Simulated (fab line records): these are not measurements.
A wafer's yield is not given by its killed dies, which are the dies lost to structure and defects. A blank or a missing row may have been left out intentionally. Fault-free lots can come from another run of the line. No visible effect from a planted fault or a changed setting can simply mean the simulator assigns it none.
Which tool did it? || flow sfq line || Sampling: 14 lots, 42 wafers, 4 of 325 route steps

## WHAT EACH GAUGE READ, for each wafer
Not one reading of a measure or inspect step in the record can be checked against a usual standard deviation.

## WHAT TOOL EACH LOT RAN ON (gives the tool, then ch and the chambers of the sampled wafers, and finally the start)
{"lot": "L496", "SFQ_TRILAYER_I1_VIA_BARC_OPEN_VIA_ETCH_071": "rie diel-03 ch 1,2,3, day 15 10:27", "SFQ_TRILAYER_I3_VIA_BARC_OPEN_VIA_ETCH_121": "rie diel-04 ch 0,1,3, day 32 07:01", "SFQ_TRILAYER_M4_ETCH_METAL_ETCH_096": "rie metal-03 ch 0,1, day 34 22:15", "SFQ_TRILAYER_I4_VIA_STRIP_STRIP_107": "rie metal-04 ch 0,1, day 40 18:31"}
{"lot": "L497", "SFQ_TRILAYER_I1_VIA_BARC_OPEN_VIA_ETCH_071": "rie diel-04 ch 1,2,3, day 15 12:51", "SFQ_TRILAYER_I3_VIA_BARC_OPEN_VIA_ETCH_121": "rie diel-04 ch 0,3, day 32 13:01", "SFQ_TRILAYER_M4_ETCH_METAL_ETCH_096": "rie metal-02 ch 0,1, day 35 05:27", "SFQ_TRILAYER_I4_VIA_STRIP_STRIP_107": "rie metal-01 ch 0,1, day 41 06:31"}
{"lot": "L498", "SFQ_TRILAYER_I1_VIA_BARC_OPEN_VIA_ETCH_071": "rie diel-04 ch 1,2,3, day 15 20:03", "SFQ_TRILAYER_I3_VIA_BARC_OPEN_VIA_ETCH_121": "rie diel-03 ch 1,2,3, day 32 22:37", "SFQ_TRILAYER_M4_ETCH_METAL_ETCH_096": "rie metal-03 ch 0,1, day 35 15:50", "SFQ_TRILAYER_I4_VIA_STRIP_STRIP_107": "rie metal-01 ch 0,1, day 41 21:41"}
{"lot": "L499", "SFQ_TRILAYER_I1_VIA_BARC_OPEN_VIA_ETCH_071": "rie diel-04 ch 0,3, day 16 06:51", "SFQ_TRILAYER_I3_VIA_BARC_OPEN_VIA_ETCH_121": "rie diel-03 ch 0,1,2, day 33 12:55", "SFQ_TRILAYER_M4_ETCH_METAL_ETCH_096": "rie metal-02 ch 0,1, day 36 05:38", "SFQ_TRILAYER_I4_VIA_STRIP_STRIP_107": "rie metal-04 ch 0,1, day 42 14:29"}
{"lot": "L500", "SFQ_TRILAYER_I1_VIA_BARC_OPEN_VIA_ETCH_071": "rie diel-03 ch 1,2, day 16 19:16", "SFQ_TRILAYER_I3_VIA_BARC_OPEN_VIA_ETCH_121": "rie diel-04 ch 0,2,3, day 33 23:44", "SFQ_TRILAYER_M4_ETCH_METAL_ETCH_096": "rie metal-03 ch 0,1, day 36 16:47", "SFQ_TRILAYER_I4_VIA_STRIP_STRIP_107": "rie metal-01 ch 0,1, day 43 07:27"}
{"lot": "L501", "SFQ_TRILAYER_I1_VIA_BARC_OPEN_VIA_ETCH_071": "rie diel-03 ch 0,1,3, day 17 02:28", "SFQ_TRILAYER_I3_VIA_BARC_OPEN_VIA_ETCH_121": "rie diel-01 ch 0,2,3, day 34 03:19", "SFQ_TRILAYER_M4_ETCH_METAL_ETCH_096": "rie metal-03 ch 0,1, day 36 20:23", "SFQ_TRILAYER_I4_VIA_STRIP_STRIP_107": "rie metal-01 ch 0,1, day 43 09:51"}
{"lot": "L505", "SFQ_TRILAYER_I1_VIA_BARC_OPEN_VIA_ETCH_071": "rie diel-03 ch 0,1,2, day 18 11:58", "SFQ_TRILAYER_I3_VIA_BARC_OPEN_VIA_ETCH_121": "rie diel-04 ch 1,2,3, day 35 19:40", "SFQ_TRILAYER_M4_ETCH_METAL_ETCH_096": "rie metal-02 ch 1, day 38 01:19", "SFQ_TRILAYER_I4_VIA_STRIP_STRIP_107": "rie metal-02 ch 0,1, day 44 15:51"}
{"lot": "L506", "SFQ_TRILAYER_I1_VIA_BARC_OPEN_VIA_ETCH_071": "rie diel-04 ch 0,1,2, day 18 17:58", "SFQ_TRILAYER_I3_VIA_BARC_OPEN_VIA_ETCH_121": "rie diel-03 ch 0,1,2, day 35 22:04", "SFQ_TRILAYER_M4_ETCH_METAL_ETCH_096": "rie metal-02 ch 1, day 38 03:35", "SFQ_TRILAYER_I4_VIA_STRIP_STRIP_107": "rie metal-01 ch 0,1, day 44 20:27"}
{"lot": "L507", "SFQ_TRILAYER_I1_VIA_BARC_OPEN_VIA_ETCH_071": "rie diel-02 ch 0,2,3, day 18 20:22", "SFQ_TRILAYER_I3_VIA_BARC_OPEN_VIA_ETCH_121": "rie diel-03 ch 0,1,2, day 36 04:04", "SFQ_TRILAYER_M4_ETCH_METAL_ETCH_096": "rie metal-04 ch 0,1, day 38 08:20", "SFQ_TRILAYER_I4_VIA_STRIP_STRIP_107": "rie metal-02 ch 0,1, day 45 01:15"}
{"lot": "L508", "SFQ_TRILAYER_I1_VIA_BARC_OPEN_VIA_ETCH_071": "rie diel-03 ch 1,2,3, day 19 04:46", "SFQ_TRILAYER_I3_VIA_BARC_OPEN_VIA_ETCH_121": "rie diel-01 ch 0,1,3, day 36 08:52", "SFQ_TRILAYER_M4_ETCH_METAL_ETCH_096": "rie metal-04 ch 0,1, day 38 10:44", "SFQ_TRILAYER_I4_VIA_STRIP_STRIP_107": "rie metal-04 ch 1, day 45 06:03"}
{"lot": "L509", "SFQ_TRILAYER_I1_VIA_BARC_OPEN_VIA_ETCH_071": "rie diel-04 ch 1,2, day 19 09:34", "SFQ_TRILAYER_I3_VIA_BARC_OPEN_VIA_ETCH_121": "rie diel-04 ch 0,1,2, day 36 16:04", "SFQ_TRILAYER_M4_ETCH_METAL_ETCH_096": "rie metal-03 ch 0,1, day 38 15:32", "SFQ_TRILAYER_I4_VIA_STRIP_STRIP_107": "rie metal-02 ch 1, day 45 08:27"}
{"lot": "L512", "SFQ_TRILAYER_I1_VIA_BARC_OPEN_VIA_ETCH_071": "rie diel-02 ch 1,2,3, day 20 12:43", "SFQ_TRILAYER_I3_VIA_BARC_OPEN_VIA_ETCH_121": "rie diel-04 ch 0,1,3, day 37 20:52", "SFQ_TRILAYER_M4_ETCH_METAL_ETCH_096": "rie metal-03 ch 0,1, day 39 11:44", "SFQ_TRILAYER_I4_VIA_STRIP_STRIP_107": "rie metal-04 ch 0,1, day 46 12:13"}
{"lot": "L513", "SFQ_TRILAYER_I1_VIA_BARC_OPEN_VIA_ETCH_071": "rie diel-02 ch 2,3, day 21 00:43", "SFQ_TRILAYER_I3_VIA_BARC_OPEN_VIA_ETCH_121": "rie diel-01 ch 0,1,2, day 38 02:52", "SFQ_TRILAYER_M4_ETCH_METAL_ETCH_096": "rie metal-03 ch 0,1, day 39 17:47", "SFQ_TRILAYER_I4_VIA_STRIP_STRIP_107": "rie metal-02 ch 0, day 47 00:37"}
{"lot": "L519", "SFQ_TRILAYER_I1_VIA_BARC_OPEN_VIA_ETCH_071": "rie diel-04 ch 0,3, day 22 23:03", "SFQ_TRILAYER_I3_VIA_BARC_OPEN_VIA_ETCH_121": "rie diel-03 ch 0,3, day 40 06:16", "SFQ_TRILAYER_M4_ETCH_METAL_ETCH_096": "rie metal-02 ch 0,1, day 41 05:23", "SFQ_TRILAYER_I4_VIA_STRIP_STRIP_107": "rie metal-02 ch 0,1, day 49 10:19"}
- SFQ_TRILAYER_I1_VIA_BARC_OPEN_VIA_ETCH_071: etches BARC in O2, target depth 125 nm, time 41.7 s.
- SFQ_TRILAYER_I3_VIA_BARC_OPEN_VIA_ETCH_121: etches BARC in O2, target depth 125 nm, time 41.7 s.
- SFQ_TRILAYER_M4_ETCH_METAL_ETCH_096: etches Nb in Cl2/Ar, stops on SiO2, target depth 240 nm, time 120 s.
- SFQ_TRILAYER_I4_VIA_STRIP_STRIP_107: strips in O2.

## AS READ BY THE TOOLS THEMSELVES (means over the sampled wafers that have a number; for cases with no such wafer, the mark the record gives instead)
SFQ_TRILAYER_I1_VIA_BARC_OPEN_VIA_ETCH_071. Usual: drypump motor current A 5.6 A, standard deviation 0.41; oes product au 0.685 a.u., standard deviation 0.0047; rf fwd power W 495.3 W, standard deviation 2.1.
{"lot": "L496", "tool": "rie diel-03", "drypump motor current A (A)": 5.7, "oes product au (a.u.)": 0.681, "rf fwd power W (W)": 492.9, "flag": ""}
{"lot": "L497", "tool": "rie diel-04", "drypump motor current A (A)": 6.0, "oes product au (a.u.)": 0.679, "rf fwd power W (W)": 495.9, "flag": ""}
{"lot": "L498", "tool": "rie diel-04", "drypump motor current A (A)": 6.0, "oes product au (a.u.)": 0.684, "rf fwd power W (W)": 496.3, "flag": ""}
{"lot": "L499", "tool": "rie diel-04", "drypump motor current A (A)": 5.4, "oes product au (a.u.)": 0.686, "rf fwd power W (W)": 494.1, "flag": ""}
{"lot": "L500", "tool": "rie diel-03", "drypump motor current A (A)": 5.5, "oes product au (a.u.)": 0.684, "rf fwd power W (W)": 493.3, "flag": ""}
{"lot": "L501", "tool": "rie diel-03", "drypump motor current A (A)": 5.4, "oes product au (a.u.)": 0.687, "rf fwd power W (W)": 494.1, "flag": ""}
{"lot": "L505", "tool": "rie diel-03", "drypump motor current A (A)": 5.3, "oes product au (a.u.)": 0.684, "rf fwd power W (W)": 494.7, "flag": ""}
{"lot": "L506", "tool": "rie diel-04", "drypump motor current A (A)": 6.1, "oes product au (a.u.)": 0.686, "rf fwd power W (W)": 495.8, "flag": ""}
{"lot": "L507", "tool": "rie diel-02", "drypump motor current A (A)": 5.9, "oes product au (a.u.)": 0.686, "rf fwd power W (W)": 496.0, "flag": ""}
{"lot": "L508", "tool": "rie diel-03", "drypump motor current A (A)": 5.7, "oes product au (a.u.)": 0.690, "rf fwd power W (W)": 494.8, "flag": ""}
{"lot": "L509", "tool": "rie diel-04", "drypump motor current A (A)": 6.2, "oes product au (a.u.)": 0.685, "rf fwd power W (W)": 497.2, "flag": ""}
{"lot": "L512", "tool": "rie diel-02", "drypump motor current A (A)": 5.7, "oes product au (a.u.)": 0.684, "rf fwd power W (W)": 495.5, "flag": ""}
{"lot": "L513", "tool": "rie diel-02", "drypump motor current A (A)": 5.8, "oes product au (a.u.)": 0.687, "rf fwd power W (W)": 495.7, "flag": ""}
{"lot": "L519", "tool": "rie diel-04", "drypump motor current A (A)": 5.4, "oes product au (a.u.)": 0.683, "rf fwd power W (W)": 493.7, "flag": ""}

SFQ_TRILAYER_I3_VIA_BARC_OPEN_VIA_ETCH_121. Usual: drypump motor current A 5.7 A, standard deviation 0.43; oes product au 0.686 a.u., standard deviation 0.0043; rf fwd power W 494.8 W, standard deviation 2.4.
{"lot": "L496", "tool": "rie diel-04", "drypump motor current A (A)": 5.9, "oes product au (a.u.)": 0.687, "rf fwd power W (W)": 495.4, "flag": ""}
{"lot": "L497", "tool": "rie diel-04", "drypump motor current A (A)": 5.4, "oes product au (a.u.)": 0.683, "rf fwd power W (W)": 495.9, "flag": ""}
{"lot": "L498", "tool": "rie diel-03", "drypump motor current A (A)": 5.6, "oes product au (a.u.)": 0.684, "rf fwd power W (W)": 496.5, "flag": ""}
{"lot": "L499", "tool": "rie diel-03", "drypump motor current A (A)": 5.3, "oes product au (a.u.)": 0.685, "rf fwd power W (W)": 496.0, "flag": ""}
{"lot": "L500", "tool": "rie diel-04", "drypump motor current A (A)": 5.7, "oes product au (a.u.)": 0.682, "rf fwd power W (W)": 496.2, "flag": ""}
{"lot": "L501", "tool": "rie diel-01", "drypump motor current A (A)": 5.9, "oes product au (a.u.)": 0.684, "rf fwd power W (W)": 494.6, "flag": ""}
{"lot": "L505", "tool": "rie diel-04", "drypump motor current A (A)": 6.0, "oes product au (a.u.)": 0.686, "rf fwd power W (W)": 496.3, "flag": ""}
{"lot": "L506", "tool": "rie diel-03", "drypump motor current A (A)": 5.3, "oes product au (a.u.)": 0.685, "rf fwd power W (W)": 496.4, "flag": ""}
{"lot": "L507", "tool": "rie diel-03", "drypump motor current A (A)": 5.3, "oes product au (a.u.)": 0.687, "rf fwd power W (W)": 494.3, "flag": ""}
{"lot": "L508", "tool": "rie diel-01", "drypump motor current A (A)": 5.9, "oes product au (a.u.)": 0.691, "rf fwd power W (W)": 493.8, "flag": ""}
{"lot": "L509", "tool": "rie diel-04", "drypump motor current A (A)": 6.1, "oes product au (a.u.)": 0.685, "rf fwd power W (W)": 495.0, "flag": ""}
{"lot": "L512", "tool": "rie diel-04", "drypump motor current A (A)": 5.8, "oes product au (a.u.)": 0.684, "rf fwd power W (W)": 496.4, "flag": ""}
{"lot": "L513", "tool": "rie diel-01", "drypump motor current A (A)": 5.7, "oes product au (a.u.)": 0.686, "rf fwd power W (W)": 494.0, "flag": ""}
{"lot": "L519", "tool": "rie diel-03", "drypump motor current A (A)": 5.5, "oes product au (a.u.)": 0.690, "rf fwd power W (W)": 495.0, "flag": ""}

SFQ_TRILAYER_M4_ETCH_METAL_ETCH_096. Usual: drypump motor current A 5.5 A, standard deviation 0.37; he backside leak sccm 3.51 sccm, standard deviation 0.2; oes product au 0.897 a.u., standard deviation 0.0084; rf fwd power W 597.1 W, standard deviation 1.9.
{"lot": "L496", "tool": "rie metal-03", "drypump motor current A (A)": 5.4, "he backside leak sccm (sccm)": 3.49, "oes product au (a.u.)": 0.891, "rf fwd power W (W)": 595.5, "flag": ""}
{"lot": "L497", "tool": "rie metal-02", "drypump motor current A (A)": 5.8, "he backside leak sccm (sccm)": 3.59, "oes product au (a.u.)": 0.890, "rf fwd power W (W)": 595.4, "flag": ""}
{"lot": "L498", "tool": "rie metal-03", "drypump motor current A (A)": 5.4, "he backside leak sccm (sccm)": 3.54, "oes product au (a.u.)": 0.904, "rf fwd power W (W)": 598.9, "flag": ""}
{"lot": "L499", "tool": "rie metal-02", "drypump motor current A (A)": 5.8, "he backside leak sccm (sccm)": 3.67, "oes product au (a.u.)": 0.895, "rf fwd power W (W)": 595.7, "flag": ""}
{"lot": "L500", "tool": "rie metal-03", "drypump motor current A (A)": 5.4, "he backside leak sccm (sccm)": 3.42, "oes product au (a.u.)": 0.884, "rf fwd power W (W)": 598.8, "flag": ""}
{"lot": "L501", "tool": "rie metal-03", "drypump motor current A (A)": 5.3, "he backside leak sccm (sccm)": 3.48, "oes product au (a.u.)": 0.898, "rf fwd power W (W)": 597.8, "flag": ""}
{"lot": "L505", "tool": "rie metal-02", "drypump motor current A (A)": 5.9, "he backside leak sccm (sccm)": 3.50, "oes product au (a.u.)": 0.897, "rf fwd power W (W)": 597.5, "flag": ""}
{"lot": "L506", "tool": "rie metal-02", "drypump motor current A (A)": 5.9, "he backside leak sccm (sccm)": 3.44, "oes product au (a.u.)": 0.905, "rf fwd power W (W)": 597.1, "flag": ""}
{"lot": "L507", "tool": "rie metal-04", "drypump motor current A (A)": 5.0, "he backside leak sccm (sccm)": 3.40, "oes product au (a.u.)": 0.894, "rf fwd power W (W)": 595.6, "flag": ""}
{"lot": "L508", "tool": "rie metal-04", "drypump motor current A (A)": 5.0, "he backside leak sccm (sccm)": 3.32, "oes product au (a.u.)": 0.901, "rf fwd power W (W)": 595.8, "flag": ""}
{"lot": "L509", "tool": "rie metal-03", "drypump motor current A (A)": 5.4, "he backside leak sccm (sccm)": 3.53, "oes product au (a.u.)": 0.889, "rf fwd power W (W)": 599.4, "flag": ""}
{"lot": "L512", "tool": "rie metal-03", "drypump motor current A (A)": 5.3, "he backside leak sccm (sccm)": 3.47, "oes product au (a.u.)": 0.896, "rf fwd power W (W)": 503.6, "flag": "OFF"}
{"lot": "L513", "tool": "rie metal-03", "drypump motor current A (A)": 5.3, "he backside leak sccm (sccm)": 3.49, "oes product au (a.u.)": 0.886, "rf fwd power W (W)": 502.2, "flag": "OFF"}
{"lot": "L519", "tool": "rie metal-02", "drypump motor current A (A)": 5.8, "he backside leak sccm (sccm)": 3.62, "oes product au (a.u.)": 0.898, "rf fwd power W (W)": 596.0, "flag": ""}

SFQ_TRILAYER_I4_VIA_STRIP_STRIP_107. Usual: drypump motor current A 5.3 A, standard deviation 0.41; he backside leak sccm 3.5 sccm, standard deviation 0.36; oes product au 1.011 a.u., standard deviation 0.012.
{"lot": "L496", "tool": "rie metal-04", "drypump motor current A (A)": 4.9, "he backside leak sccm (sccm)": 3.5, "oes product au (a.u.)": 1.018, "flag": ""}
{"lot": "L497", "tool": "rie metal-01", "drypump motor current A (A)": 5.1, "he backside leak sccm (sccm)": 3.5, "oes product au (a.u.)": 1.017, "flag": ""}
{"lot": "L498", "tool": "rie metal-01", "drypump motor current A (A)": 5.1, "he backside leak sccm (sccm)": 3.7, "oes product au (a.u.)": 1.013, "flag": ""}
{"lot": "L499", "tool": "rie metal-04", "drypump motor current A (A)": 5.0, "he backside leak sccm (sccm)": 3.2, "oes product au (a.u.)": 1.008, "flag": ""}
{"lot": "L500", "tool": "rie metal-01", "drypump motor current A (A)": 5.1, "he backside leak sccm (sccm)": 3.4, "oes product au (a.u.)": 1.001, "flag": ""}
{"lot": "L501", "tool": "rie metal-01", "drypump motor current A (A)": 5.1, "he backside leak sccm (sccm)": 3.5, "oes product au (a.u.)": 1.004, "flag": ""}
{"lot": "L505", "tool": "rie metal-02", "drypump motor current A (A)": 5.9, "he backside leak sccm (sccm)": 3.6, "oes product au (a.u.)": 1.000, "flag": ""}
{"lot": "L506", "tool": "rie metal-01", "drypump motor current A (A)": 5.2, "he backside leak sccm (sccm)": 3.5, "oes product au (a.u.)": 1.021, "flag": ""}
{"lot": "L507", "tool": "rie metal-02", "drypump motor current A (A)": 5.9, "he backside leak sccm (sccm)": 3.5, "oes product au (a.u.)": 1.001, "flag": ""}
{"lot": "L508", "tool": "rie metal-04", "drypump motor current A (A)": 4.8, "he backside leak sccm (sccm)": 3.5, "oes product au (a.u.)": 1.008, "flag": ""}
{"lot": "L509", "tool": "rie metal-02", "drypump motor current A (A)": 5.9, "he backside leak sccm (sccm)": 3.6, "oes product au (a.u.)": 1.003, "flag": ""}
{"lot": "L512", "tool": "rie metal-04", "drypump motor current A (A)": 5.0, "he backside leak sccm (sccm)": 3.5, "oes product au (a.u.)": 1.019, "flag": ""}
{"lot": "L513", "tool": "rie metal-02", "drypump motor current A (A)": 5.7, "he backside leak sccm (sccm)": 3.2, "oes product au (a.u.)": 1.019, "flag": ""}
{"lot": "L519", "tool": "rie metal-02", "drypump motor current A (A)": 5.9, "he backside leak sccm (sccm)": 3.4, "oes product au (a.u.)": 1.009, "flag": ""}

## THE ANSWER, worked out from the rows above alone
Rule: a lot counts as off when the mean over its wafers that have a number is more than 3 standard deviations away from the usual mean. A lot without any number at a reading at which 4 lots or more have one is off too. Where the step has rows for the other lots, those lots are counted as sound. After the gauges, taken in route order, come the tools' own readings; for these a lot's mean is taken, as printed above. The first step at which some lot is off is used, and at that step the reading that is off furthest; a lot without a number counts as furthest.
Off at SFQ_TRILAYER_M4_ETCH_METAL_ETCH_096 (rf fwd power W): L512, L513.
If a tool, at that step or one of the process steps before it, ran each lot that is off and ran no sound lot following the first of them, it fits. 2 tools fit, rie diel-02 at SFQ_TRILAYER_I1_VIA_BARC_OPEN_VIA_ETCH_071 and rie metal-03 at SFQ_TRILAYER_M4_ETCH_METAL_ETCH_096, so this cannot tell which one it is.

## WHAT THE SIMULATOR HAD INSERTED
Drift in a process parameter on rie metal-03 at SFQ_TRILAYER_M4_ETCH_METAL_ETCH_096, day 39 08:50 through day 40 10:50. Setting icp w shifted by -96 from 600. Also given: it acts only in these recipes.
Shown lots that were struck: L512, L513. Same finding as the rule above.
